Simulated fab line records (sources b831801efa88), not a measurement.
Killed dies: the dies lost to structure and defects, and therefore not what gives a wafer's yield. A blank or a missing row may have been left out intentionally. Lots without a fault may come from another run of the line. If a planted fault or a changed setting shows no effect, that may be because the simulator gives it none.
Comparing a struck lot with a sound one -- flow sky130 -- 32 out of 708 route steps
Sound: the wafers L540.1, L540.4, L540.5. Wafers struck: L554.4, L554.5, L554.6. Last of all comes the cause.
At each step with rows: each side's tool, then ch and its chambers, then its first start. Under that, the readings that differ: sound wafers -- struck wafers -- difference of the means -- sigmas: that difference in standard deviations of wafers without a fault.
alike: words and numbers the same on both sides, and readings whose means are apart by under 2 such deviations; not compared: readings that were withheld, readings missing a value for some wafer, numbers with overlapping values and no deviation given by the record, and bounds like >300 which may hide the same value.
The two part at a step that has a row with sigmas, a row that says differs or no value, or rows on one side only. Numbers that don't overlap but have no deviation are shown without sigmas and don't part them. Lack of a reading on every wafer of one side parts them only where that side has two or more wafers.

SKY_PWDE_OVL_MEAS_07:
  sound on overlay-02, day 4 04:57; struck on overlay-01, day 7 15:03
  alike: PWDE_OVL
then, 1 step without rows for these wafers: SKY_PWDE_IMPLANT_08.
SKY_PWDE_STRIP_09: strips in O2/N2.
  sound on plasma_asher-04 ch 0,1, day 4 05:08; struck on plasma_asher-04 ch 0,1, day 7 15:16
  alike: chamber_pressure_mTorr, drypump_motor_current_A, oes_product_au, strip_time_to_endpoint_s
  not compared: rf_hours_counter_h
SKY_PWDE_TW_MEAS_10:
  sound on film_metro-04, day 4 05:14; struck on film_metro-04, day 7 15:21
  alike: PWDE_TW
then, 7 steps without rows for these wafers: SKY_NWELL_DEHYDRATE_03 (time 60 s); SKY_NWELL_HMDS_04 (prime time 60 s); SKY_NWELL_COAT_05 (resist thk 3000 nm); SKY_NWELL_SOFTBAKE_06; SKY_NWELL_EXPOSE_07 (exposes mask NWM, target cd 840 nm); SKY_NWELL_PEB_08; SKY_NWELL_DEVELOP_09 (develop time 60 s).
SKY_NWELL_OVL_MEAS_10:
  sound on overlay-02, day 4 21:56; struck on overlay-01, day 8 11:54
  alike: NWELL_00_OVL
SKY_NWELL_IMPLANT_11:
  sound on implanter-02 ch 0, day 4 21:59; struck on implanter-04 ch 0, day 8 12:00
reading,sound,struck,difference,sigmas
dose_ions_cm2,1.9005e+13 1.9052e+13 1.9044e+13,1.7833e+13 1.7798e+13 1.7883e+13,-1.1957e+12,-54
faraday_current_uA,108.4 106.8 107.4,99.2 98.7 100.4,-8.1,-4
then, 2 steps without rows for these wafers: SKY_NWELL_IMPLANT_12; SKY_NWELL_IMPLANT_13.
SKY_NWELL_STRIP_14: strips in O2/N2.
  sound on plasma_asher-01 ch 0,1, day 4 22:26; struck on plasma_asher-03 ch 0,1, day 8 12:25
  alike: chamber_pressure_mTorr, drypump_motor_current_A, oes_product_au, strip_time_to_endpoint_s
  not compared: rf_hours_counter_h
SKY_NWELL_TW_MEAS_15:
  sound on film_metro-03, day 4 22:32; struck on film_metro-02, day 8 12:30
reading,sound,struck,difference,sigmas
NWELL_TW,1818 1818 1817,1758 1758 1756,-60,-3
then, 7 steps without rows for these wafers: SKY_NWELL_DEHYDRATE_16 (time 60 s); SKY_NWELL_HMDS_17 (prime time 60 s); SKY_NWELL_COAT_18 (resist thk 3000 nm); SKY_NWELL_SOFTBAKE_19; SKY_NWELL_EXPOSE_20 (exposes mask NWM COMPLEMENT, target cd 840 nm); SKY_NWELL_PEB_21; SKY_NWELL_DEVELOP_22 (develop time 60 s).
SKY_NWELL_OVL_MEAS_23:
  sound on overlay-01, day 5 16:14; struck on overlay-02, day 9 09:41
  alike: NWELL_01_OVL
then, 1 step without rows for these wafers: SKY_NWELL_IMPLANT_24.
SKY_NWELL_STRIP_25: strips in O2/N2.
  sound on plasma_asher-04 ch 0,1, day 5 16:25; struck on plasma_asher-01 ch 0,1, day 9 09:53
reading,sound,struck,difference,sigmas
strip_time_to_endpoint_s (s),36.69 36.76 36.89,37.05 37.08 36.92,+0.24,+2
  alike: chamber_pressure_mTorr, drypump_motor_current_A, oes_product_au
  not compared: rf_hours_counter_h
SKY_NWELL_TW_MEAS_26:
  sound on film_metro-02, day 5 16:31; struck on film_metro-03, day 9 09:59
  alike: NWELL_2_TW
then, 1 step without rows for these wafers: SKY_NWELL_CLEAN_27 (cleans in SC1/SC2, time 150 s).
SKY_NWELL_RTA_28: time 30 s.
  sound on rtp_anneal-01 ch 0, day 5 16:38; struck on rtp_anneal-01 ch 0, day 9 10:07
  alike: lamp_power_pct, wafer_temp_C_max
SKY_NWELL_RS_MEAS_29: measures by four-point-probe.
  sound on film_metro-03, day 5 16:44; struck on film_metro-04, day 9 10:14
reading,sound,struck,difference,sigmas
NWELL_RS (ohm/sq),626.9 624.9 626.9,649.0 646.0 646.6,+21.0,+12
-- the record jumps here: 40 days lie between the struck wafers' starts before and after (it left off in module NWELL and takes up again in module PAD_OPEN, whose first step shown is number 708 of the route) --
SKY_PAD_OPEN_PROBE_99:
  sound on prober-01, day 46 02:49; struck on prober-01, day 49 16:52
reading,sound,struck,difference,sigmas
model.etest.nfet_16v.r_on_ohm_um,1.382e+04 1.388e+04 1.395e+04,1.412e+04 1.43e+04 1.422e+04,+3.300e+02,
model.etest.res_nwell.line_ohm_um,1089 1070 1059,1213 1167 1180,+114,
model.etest.res_nwell.rs_ohm_sq,895 905.8 888,995.6 976.9 973.2,+85.6,
  alike: killed_at_M0_to_M3, killed_at_M4_up, killed_at_contacts, killed_at_front_end, killed_at_other, killed_dies, killed_open, killed_short

WHERE THEY PART
Last at SKY_NWELL_RS_MEAS_29 as far as this record goes, first at SKY_NWELL_IMPLANT_11. Later steps at which nothing parts them and some readings are alike: SKY_PAD_OPEN_PROBE_99.

WHY: what the simulator had put in
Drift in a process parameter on implanter-04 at SKY_NWELL_IMPLANT_11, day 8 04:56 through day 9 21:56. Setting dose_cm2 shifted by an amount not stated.
